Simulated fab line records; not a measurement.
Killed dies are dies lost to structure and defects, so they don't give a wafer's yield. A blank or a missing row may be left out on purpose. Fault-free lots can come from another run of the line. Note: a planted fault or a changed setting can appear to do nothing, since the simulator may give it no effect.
fab line records    flow sky130
record lots=6  wafers=18  lastDay=50
route steps=708 shown VT_ADJUST_NCORE@128 VT_ADJUST_HVTR@131 VT_ADJUST_PCH@143 PAD_OPEN@708
lots that met no fault: taken from a fault-free run of the same line
startH: the number of hours between the record's first day and the start of the first shown wafer of the lot    waitH: how many hours have passed since the lot's step before this one    " the same as in the row above    L1.1+2: several wafers, shown together as one row    - value missing, or start not given    * or withheld: withheld    < > ~ a bound
route shown NAME@n: NAME is a module with steps in the file, n the number in the route of the first one    usual: mean/standard deviation of fault-free wafers    same: alike in all rows    chamber/n: place in a boat    sites: the reading at each site    _std_site: the values' standard deviation    _edge_site: the outer-site mean with the inner-site mean subtracted    radiusMm: how far each site lies from the wafer's centre    mask NAME#n: copy n    behind: the last tool/chamber to shape the wafer    hold: reason for holding the lot/hours on hold/outcome of the hold    device: the transistor (n, p or np) that didn't switch    end of line: tests of these same wafers at the route's end    a step with no rows: only its recipe    killed: not the wafer's yield, but the dies lost to structure and defects at the first sort    map: a wafer's dies, marking killed ones x, the rest . and places with no die _
set.NAME: the setting that was run; set.NAME@STEP: the one run at that earlier step    model.NAME: the simulator's own value behind a step, which no gauge read
lots at selected steps of the route; one table per step, one row per wafer
services: from which hour (startH, from the record's first day; less than 0 if before it) a tool's chamber was out of use, for how many hours, and why
## steps
# step SKY_VT_ADJUST_NCORE_IMPLANT_09
# recipe species=B  energyKev=10  doseCm2=2.4e+12  tiltDeg=withheld
# step SKY_VT_ADJUST_NCORE_STRIP_10
# recipe chemistry=O2/N2  powerW=1400  pressureMtorr=1500  platenTempC=withheld  o2FlowSccm=3000  n2FlowSccm=300  overashFraction=0.5
# usual drypumpMotorCurrentA=5.5/0.47  oesProductAu=0.716/0.0043  stripTimeToEndpointS=14.20/0.04
# same overashFraction=0.5
lot.wafer  tool            chamber  startH  waitH  drypumpMotorCurrentA  oesProductAu  rfHoursCounterH  stripTimeToEndpointS
L497.2     plasmaAsher-02  0        207.83  0.1    4.9                   0.714         40               14.24
L497.4     "               1        "       "      6.1                   0.716         -                14.22
L497.5     "               1        "       "      6.1                   0.721         -                14.25
L501.1     plasmaAsher-03  1        235.89  0.1    5.2                   0.715         50               14.16
L501.2     "               0        "       "      5.3                   0.714         50               14.16
L501.4     "               0        "       "      5.3                   0.712         -                14.18
L503.1     plasmaAsher-02  0        256.29  0.1    4.9                   0.708         45               14.17
L503.3     "               0        "       "      4.9                   0.719         -                14.21
L503.5     "               1        "       "      6.2                   0.715         -                14.17
L504.1     plasmaAsher-02  1        257.84  0.1    6.2                   0.719         45               14.22
L504.4     "               0        "       "      4.9                   0.717         -                14.23
L504.6     "               1        "       "      6.2                   0.714         -                14.19
L505.2     plasmaAsher-02  0        264.66  0.1    4.9                   0.713         46               14.15
L505.5     "               0        "       "      4.9                   0.716         -                14.16
L505.6     "               1        "       "      6.2                   0.709         -                14.15
L516.2     plasmaAsher-03  0        345.58  0.1    5.3                   0.711         60               14.14
L516.3     "               0        "       "      5.3                   0.717         -                14.17
L516.6     "               0        "       "      5.3                   0.718         -                14.19
# step SKY_VT_ADJUST_NCORE_TW_MEAS_11
# usual VT_ADJUST_NCORE_TW=218.9/1.9
lot.wafer  tool          chamber  startH  waitH  VT_ADJUST_NCORE_TW
L497.2     filmMetro-01  -        207.94  0.1    219.9
L497.4     "             -        "       "      219.8
L497.5     "             -        "       "      219.5
L501.1     filmMetro-04  -        235.99  0.1    215.3
L501.2     "             -        "       "      216.3
L501.4     "             -        "       "      215.4
L503.1     filmMetro-01  -        256.39  0.1    217.6
L503.3     "             -        "       "      218.4
L503.5     "             -        "       "      217.3
L504.1     filmMetro-02  -        257.94  0.1    222.2
L504.4     "             -        "       "      222.1
L504.6     "             -        "       "      223.2
L505.2     filmMetro-04  -        264.77  0.1    216.6
L505.5     "             -        "       "      215.8
L505.6     "             -        "       "      216.3
L516.2     filmMetro-02  -        345.69  0.1    220.3
L516.3     "             -        "       "      221.1
L516.6     "             -        "       "      218.8
# step SKY_VT_ADJUST_HVTR_DEHYDRATE_00
# recipe tempC=200  timeS=60
# step SKY_VT_ADJUST_HVTR_HMDS_01
# recipe primeTimeS=60  primeTempC=120
# step SKY_VT_ADJUST_HVTR_COAT_02
# recipe resist=NOVOLAK  spinRpm=3000  resistThkNm=1140
# step SKY_VT_ADJUST_HVTR_SOFTBAKE_03
# recipe tempC=90  timeS=60  resist=NOVOLAK
# step SKY_VT_ADJUST_HVTR_EXPOSE_04
# recipe maskId=HVTRM  targetCdNm=380  na=0.6  sourceShape=conventional  sigmaOuter=0.6  doseMj=150
# step SKY_VT_ADJUST_HVTR_PEB_05
# recipe tempC=withheld  timeS=*  resist=NOVOLAK
# step SKY_VT_ADJUST_HVTR_DEVELOP_06
# recipe developTimeS=60  devTempC=23
# step SKY_VT_ADJUST_HVTR_CD_MEAS_07
# recipe targetCdNm=380
# usual cdNm=380.1/2.1
lot.wafer  tool      chamber  startH  waitH  cdNm
L497.2     cdSem-02  -        230.33  0.1    378.8
L497.4     "         -        "       "      380.2
L497.5     "         -        "       "      379.4
L501.1     cdSem-02  -        258.85  0.1    382.5
L501.2     "         -        "       "      380.7
L501.4     "         -        "       "      380.0
L503.1     cdSem-02  -        280.41  0.1    380.1
L503.3     "         -        "       "      381.0
L503.5     "         -        "       "      377.0
L504.1     cdSem-02  -        282.26  0.1    384.7
L504.4     "         -        "       "      383.9
L504.6     "         -        "       "      384.5
L505.2     cdSem-01  -        289.56  0.1    379.5
L505.5     "         -        "       "      380.2
L505.6     "         -        "       "      378.5
L516.2     cdSem-02  -        373.82  0.1    379.7
L516.3     "         -        "       "      377.8
L516.6     "         -        "       "      378.7
# step SKY_VT_ADJUST_HVTR_OVL_MEAS_08
# usual VT_ADJUST_HVTR_OVL=-0.4/1.4
lot.wafer  tool        chamber  startH  waitH  VT_ADJUST_HVTR_OVL[nm]
L497.2     overlay-02  -        230.43  0.1    -1.2
L497.4     "           -        "       "      0.6
L497.5     "           -        "       "      0.2
L501.1     overlay-01  -        258.97  0.1    -3.4
L501.2     "           -        "       "      -2.0
L501.4     "           -        "       "      -0.1
L503.1     overlay-01  -        280.53  0.1    0.0
L503.3     "           -        "       "      0.7
L503.5     "           -        "       "      1.8
L504.1     overlay-01  -        282.38  0.1    -0.9
L504.4     "           -        "       "      0.3
L504.6     "           -        "       "      0.2
L505.2     overlay-02  -        289.66  0.1    -0.2
L505.5     "           -        "       "      -1.2
L505.6     "           -        "       "      -1.1
L516.2     overlay-02  -        373.93  0.1    -0.2
L516.3     "           -        "       "      0.5
L516.6     "           -        "       "      -0.6
# step SKY_VT_ADJUST_HVTR_IMPLANT_09
# recipe species=B  energyKev=10  doseCm2=2.1e+12  tiltDeg=withheld
# usual doseIonsCm2=2.0997e+12/2.1e+09  faradayCurrentUA=11.84/0.26
lot.wafer  tool          chamber  startH  waitH  doseIonsCm2  faradayCurrentUA
L497.2     implanter-04  0        230.49  0.0    2.0981e+12   11.97
L497.4     "             0        "       "      2.1011e+12   11.73
L497.5     "             0        "       "      2.0979e+12   11.70
L501.1     implanter-01  0        259.01  0.0    2.0987e+12   12.46
L501.2     "             0        "       "      2.1001e+12   12.04
L501.4     "             0        "       "      2.1024e+12   11.48
L503.1     implanter-01  0        280.56  0.0    3.1329e+12   17.55
L503.3     "             0        "       "      3.1307e+12   17.64
L503.5     "             0        "       "      3.1335e+12   17.56
L504.1     implanter-04  0        282.41  0.0    2.1034e+12   12.12
L504.4     "             0        "       "      2.1022e+12   11.16
L504.6     "             0        "       "      2.0989e+12   11.76
L505.2     implanter-01  0        289.72  0.0    3.1348e+12   17.26
L505.5     "             0        "       "      3.1326e+12   17.68
L505.6     "             0        "       "      3.1307e+12   17.26
L516.2     implanter-01  0        373.98  0.0    2.0989e+12   11.91
L516.3     "             0        "       "      2.0996e+12   12.07
L516.6     "             0        "       "      2.1013e+12   11.64
# step SKY_VT_ADJUST_HVTR_STRIP_10
# recipe chemistry=O2/N2  powerW=1400  pressureMtorr=1500  platenTempC=withheld  o2FlowSccm=3000  n2FlowSccm=300  overashFraction=0.5
# usual drypumpMotorCurrentA=5.5/0.53  oesProductAu=0.715/0.0046  stripTimeToEndpointS=14.19/0.036
# same overashFraction=0.5
lot.wafer  tool            chamber  startH  waitH  drypumpMotorCurrentA  oesProductAu  rfHoursCounterH  stripTimeToEndpointS
L497.2     plasmaAsher-03  0        230.61  0.1    5.3                   0.718         49               14.21
L497.4     "               1        "       "      5.2                   0.713         -                14.22
L497.5     "               0        "       "      5.3                   0.713         -                14.23
L501.1     plasmaAsher-03  0        259.16  0.1    5.3                   0.716         52               14.16
L501.2     "               1        "       "      5.3                   0.712         52               14.14
L501.4     "               1        "       "      5.2                   0.724         -                14.15
L503.1     plasmaAsher-04  1        280.71  0.1    5.5                   0.712         16               14.26
L503.3     "               1        "       "      5.5                   0.711         -                14.22
L503.5     "               1        "       "      5.5                   0.714         -                14.23
L504.1     plasmaAsher-04  1        282.56  0.1    5.5                   0.714         17               14.18
L504.4     "               1        "       "      5.5                   0.714         -                14.16
L504.6     "               1        "       "      5.5                   0.715         -                14.18
L505.2     plasmaAsher-04  0        289.84  0.1    6.6                   0.715         17               14.15
L505.5     "               1        "       "      5.5                   0.711         -                14.13
L505.6     "               0        "       "      6.6                   0.722         -                14.19
L516.2     plasmaAsher-02  1        374.11  0.1    6.2                   0.713         55               14.16
L516.3     "               1        "       "      6.2                   0.715         -                14.18
L516.6     "               0        "       "      4.9                   0.716         -                14.15
# step SKY_VT_ADJUST_HVTR_TW_MEAS_11
# usual VT_ADJUST_HVTR_TW=209.6/1.5
lot.wafer  tool          chamber  startH  waitH  VT_ADJUST_HVTR_TW
L497.2     filmMetro-03  -        230.72  0.1    209.8
L497.4     "             -        "       "      210.4
L497.5     "             -        "       "      209.7
L501.1     filmMetro-04  -        259.26  0.1    207.3
L501.2     "             -        "       "      207.0
L501.4     "             -        "       "      207.5
L503.1     filmMetro-01  -        280.81  0.1    236.5
L503.3     "             -        "       "      235.9
L503.5     "             -        "       "      235.6
L504.1     filmMetro-03  -        282.66  0.1    210.3
L504.4     "             -        "       "      211.4
L504.6     "             -        "       "      209.9
L505.2     filmMetro-04  -        289.95  0.1    233.7
L505.5     "             -        "       "      233.8
L505.6     "             -        "       "      235.3
L516.2     filmMetro-03  -        374.22  0.1    212.9
L516.3     "             -        "       "      212.6
L516.6     "             -        "       "      212.8
# step SKY_VT_ADJUST_PCH_DEHYDRATE_00
# recipe tempC=200  timeS=60
# step SKY_PAD_OPEN_PROBE_99
# usual killed_at_M0_to_M3=43/6.7  killed_at_M4_up=3.1/1.9  killedAtContacts=25/5  killedAtFrontEnd=15/4  killedAtOther=0.4/0.69  killedDies=87/9.2  killedOpen=46/7.1  killedShort=40/6.8
# same grossDies=492  killedAtBackSide=0
lot.wafer  tool       chamber  startH   waitH  killed_at_M0_to_M3  killed_at_M4_up  killedAtContacts  killedAtFrontEnd  killedAtOther  killedDies  killedOpen  killedShort  model.etest.pfet_01v8_mvt.driveUaUm  model.etest.pfet_01v8_mvt.offLog10AUm  model.etest.pfet_01v8_mvt.vtSatV  model.etest.pfet_01v8_mvt.vtV  model.etest.pfet_01v8_mvt.vtLongV  model.etest.pfet_01v8_mvt.bodyRiseV
L497.2     prober-02  -        1098.29  0.1    46                  2                37                19                0              104         63          41           159.4                                -10.17                                 -0.5269                           -0.6174                        -0.8234                            -0.1943
L497.4     prober-02  -        1098.39  0.2    39                  6                22                14                0              81          53          27           160.9                                -10.07                                 -0.5311                           -0.6193                        -0.8238                            -0.1915
L497.5     prober-02  -        1098.44  0.2    44                  1                18                16                0              79          31          48           159.1                                -10.17                                 -0.5315                           -0.619                         -0.826                             -0.1908
L501.1     prober-01  -        1126.96  0.1    39                  3                17                15                1              75          40          35           151.3                                -10.59                                 -0.5645                           -0.6488                        -0.8513                            -0.1887
L501.2     prober-01  -        1127.01  0.1    33                  2                25                16                0              76          39          37           155.5                                -10.64                                 -0.5532                           -0.639                         -0.8431                            -0.1872
L501.4     prober-01  -        1127.11  0.2    32                  2                22                14                0              70          34          36           151.8                                -10.59                                 -0.561                            -0.6461                        -0.8518                            -0.1866
L503.1     prober-01  -        1141.32  0.1    53                  2                22                18                0              95          56          38           171.5                                -8.663                                 -0.3738                           -0.4889                        -0.7281                            -0.2038
L503.3     prober-01  -        1141.42  0.2    45                  4                21                18                0              88          41          46           172.5                                -8.596                                 -0.3671                           -0.4789                        -0.7182                            -0.2027
L503.5     prober-01  -        1141.52  0.2    51                  4                12                20                1              88          51          35           171.8                                -8.676                                 -0.3624                           -0.4777                        -0.7158                            -0.2027
L504.1     prober-02  -        1142.92  0.1    40                  3                22                23                1              89          49          40           152.4                                -10.74                                 -0.5649                           -0.6478                        -0.8544                            -0.1887
L504.4     prober-02  -        1143.07  0.2    42                  2                19                18                0              81          57          23           155                                  -10.65                                 -0.5582                           -0.6451                        -0.8543                            -0.192
L504.6     prober-02  -        1143.17  0.2    38                  2                25                16                0              81          46          35           153.1                                -10.4                                  -0.5573                           -0.6413                        -0.8514                            -0.1938
L505.2     prober-01  -        1152.53  0.1    29                  6                27                18                3              83          46          34           178.6                                -8.309                                 -0.3291                           -0.4467                        -0.6881                            -0.2065
L505.5     prober-01  -        1152.68  0.2    40                  2                15                15                1              73          42          30           175.1                                -8.555                                 -0.356                            -0.4646                        -0.6974                            -0.2063
L505.6     prober-01  -        1152.73  0.2    39                  5                23                23                1              91          50          40           177.3                                -8.502                                 -0.3383                           -0.4531                        -0.691                             -0.2061
L516.2     prober-01  -        1204.66  0.1    33                  1                24                17                1              76          41          35           150.5                                -10.73                                 -0.571                            -0.6533                        -0.8518                            -0.1872
L516.3     prober-01  -        1204.71  0.2    38                  3                25                14                0              80          45          35           156.3                                -10.43                                 -0.5534                           -0.6432                        -0.8487                            -0.1873
L516.6     prober-01  -        1204.86  0.2    43                  7                30                15                0              95          46          49           151.5                                -10.68                                 -0.5578                           -0.6403                        -0.8444                            -0.1909
# killed by level:class
L497.2 VIA1:geometricParticle:open=15 LI_CONTACT:geometricParticle:open=11 CONTACT:geometricParticle:open=10 LOCAL_INTERCONNECT:geometricParticle:short=8 VIA3:geometricParticle:open=7 VIA1:geometricParticle:short=6 VIA2:geometricParticle:open=6 FIELD_ISO:geometricParticle:open=5
L497.4 LI_CONTACT:geometricParticle:open=10 CONTACT:geometricParticle:open=9 VIA1:geometricParticle:open=8 VIA2:geometricParticle:open=6 POLY_GATE:geometricParticle:open=5 METAL2:geometricParticle:open=5 POLY_GATE:geometricParticle:short=4 METAL3:geometricParticle:open=4
L497.5 VIA1:geometricParticle:short=9 VIA1:geometricParticle:open=8 CONTACT:geometricParticle:short=6 METAL1:geometricParticle:short=6 FIELD_ISO:geometricParticle:open=5 METAL3:geometricParticle:short=5 VIA3:geometricParticle:open=5 CONTACT:geometricParticle:open=5
L501.1 VIA1:geometricParticle:open=12 METAL1:geometricParticle:short=7 LI_CONTACT:geometricParticle:short=5 LI_CONTACT:geometricParticle:open=5 CONTACT:geometricParticle:open=5 FIELD_ISO:geometricParticle:open=4 POLY_GATE:geometricParticle:open=4 VIA2:geometricParticle:open=4
L501.2 VIA1:geometricParticle:open=8 CONTACT:geometricParticle:open=8 METAL1:geometricParticle:short=7 CONTACT:geometricParticle:short=6 FIELD_ISO:geometricParticle:short=5 VIA2:geometricParticle:open=5 FIELD_ISO:geometricParticle:open=4 LI_CONTACT:geometricParticle:open=4
L501.4 LI_CONTACT:geometricParticle:open=7 CONTACT:geometricParticle:short=6 VIA1:geometricParticle:open=6 METAL2:geometricParticle:short=5 CONTACT:geometricParticle:open=5 METAL1:geometricParticle:short=5 VIA1:geometricParticle:short=5 VIA2:geometricParticle:open=5
L503.1 VIA1:geometricParticle:open=16 VIA3:geometricParticle:open=9 CONTACT:geometricParticle:open=7 VIA3:geometricParticle:short=6 FIELD_ISO:geometricParticle:short=5 VIA1:geometricParticle:short=5 FIELD_ISO:geometricParticle:open=4 POLY_GATE:geometricParticle:open=4
L503.3 VIA3:geometricParticle:open=8 METAL1:geometricParticle:short=7 CONTACT:geometricParticle:open=6 VIA1:geometricParticle:short=5 FIELD_ISO:geometricParticle:open=5 POLY_GATE:geometricParticle:short=5 LI_CONTACT:geometricParticle:open=5 LOCAL_INTERCONNECT:geometricParticle:short=5
L503.5 VIA1:geometricParticle:open=15 VIA3:geometricParticle:open=10 METAL1:geometricParticle:short=7 VIA1:geometricParticle:short=7 CONTACT:geometricParticle:open=6 LI_CONTACT:geometricParticle:open=4 VIA2:geometricParticle:open=4 METAL2:geometricParticle:short=4
L504.1 LOCAL_INTERCONNECT:geometricParticle:short=7 VIA1:geometricParticle:open=7 VIA2:geometricParticle:open=7 VIA3:geometricParticle:open=7 FIELD_ISO:geometricParticle:short=6 POLY_GATE:geometricParticle:short=6 LI_CONTACT:geometricParticle:open=6 FIELD_ISO:geometricParticle:open=5
L504.4 VIA1:geometricParticle:open=12 VIA3:geometricParticle:open=10 FIELD_ISO:geometricParticle:open=8 CONTACT:geometricParticle:open=8 VIA2:geometricParticle:open=6 LI_CONTACT:geometricParticle:open=4 LOCAL_INTERCONNECT:geometricParticle:short=4 FIELD_ISO:geometricParticle:short=3
L504.6 CONTACT:geometricParticle:open=12 VIA1:geometricParticle:open=10 METAL1:geometricParticle:short=6 FIELD_ISO:geometricParticle:short=5 VIA2:geometricParticle:open=5 FIELD_ISO:geometricParticle:open=4 POLY_GATE:geometricParticle:short=4 LI_CONTACT:geometricParticle:open=4
L505.2 CONTACT:geometricParticle:open=11 VIA1:geometricParticle:open=8 FIELD_ISO:geometricParticle:open=6 CONTACT:geometricParticle:short=5 METAL1:geometricParticle:short=5 POLY_GATE:geometricParticle:short=4 LI_CONTACT:geometricParticle:short=4 LI_CONTACT:geometricParticle:open=4
L505.5 VIA2:geometricParticle:open=9 CONTACT:geometricParticle:open=7 VIA1:geometricParticle:open=7 METAL1:geometricParticle:short=6 METAL2:geometricParticle:short=5 FIELD_ISO:geometricParticle:open=3 POLY_GATE:geometricParticle:open=3 POLY_GATE:geometricParticle:short=3
L505.6 LI_CONTACT:geometricParticle:open=9 FIELD_ISO:geometricParticle:open=8 CONTACT:geometricParticle:open=7 POLY_GATE:geometricParticle:open=6 METAL1:geometricParticle:short=6 LI_CONTACT:geometricParticle:short=5 VIA3:geometricParticle:open=5 VIA3:geometricParticle:short=5
L516.2 CONTACT:geometricParticle:open=9 METAL1:geometricParticle:short=8 VIA1:geometricParticle:open=6 LOCAL_INTERCONNECT:geometricParticle:short=5 VIA2:geometricParticle:open=5 FIELD_ISO:geometricParticle:open=3 FIELD_ISO:geometricParticle:short=3 CONTACT:geometricParticle:short=3
L516.3 CONTACT:geometricParticle:open=9 LI_CONTACT:geometricParticle:open=7 VIA1:geometricParticle:open=7 VIA3:geometricParticle:open=7 FIELD_ISO:geometricParticle:short=6 VIA1:geometricParticle:short=5 VIA2:geometricParticle:open=5 METAL3:geometricParticle:short=5
L516.6 VIA1:geometricParticle:open=10 METAL2:geometricParticle:short=9 CONTACT:geometricParticle:short=8 LI_CONTACT:geometricParticle:open=8 VIA3:geometricParticle:open=7 CONTACT:geometricParticle:open=6 LOCAL_INTERCONNECT:geometricParticle:short=5 METAL4:geometricParticle:short=5
## services
tool            chamber  startH  hours  kind
plasmaAsher-03  -        247.85  0.8    repair
implanter-01    -        250.15  2.7    repair
plasmaAsher-03  -        271.01  0.4    repair
plasmaAsher-02  -        323.51  1.4    repair
implanter-01    -        325.64  3.7    repair
implanter-01    -        336.38  9.3    repair
plasmaAsher-02  -        340.82  8.3    repair
plasmaAsher-02  -        360.47  1.4    repair
## key
firstSign step=SKY_VT_ADJUST_HVTR_IMPLANT_09  reading=doseIonsCm2  direction=up  sigmas=99+  usual=*  struck=*
effect step=SKY_VT_ADJUST_HVTR_IMPLANT_09  reading=faradayCurrentUA  direction=up  sigmas=22  usual=11.84  struck=17.49
effect step=SKY_VT_ADJUST_HVTR_TW_MEAS_11  reading=VT_ADJUST_HVTR_TW  direction=up  sigmas=17  usual=209.6  struck=235.1
modelEffect step=SKY_PAD_OPEN_PROBE_99  value=etest.pfet_01v8_mvt.driveUaUm  without=153.3  struck=174.5
metAt SKY_VT_ADJUST_HVTR_IMPLANT_09
struckWafers L503.1,L503.3,L503.5,L505.2,L505.5,L505.6
testerLeftOut L503,L505
onsetBetween 259.01 280.56
fault kind=processParameterDrift  tool=implanter-01  chamber=-  onsetH=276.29  steps=SKY_VT_ADJUST_HVTR_IMPLANT_09  channel=doseCm2  offset=*  shape=step  endH=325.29  actsIn=*  stated=*
# testerLeftOut: of these lots the tester's yield and bins aren't shown, on N5 and GAA mostly nor the transistor test; their killed dies are dies lost to structure and defects alone, not to doping, threshold or leakage, so they don't give the yield
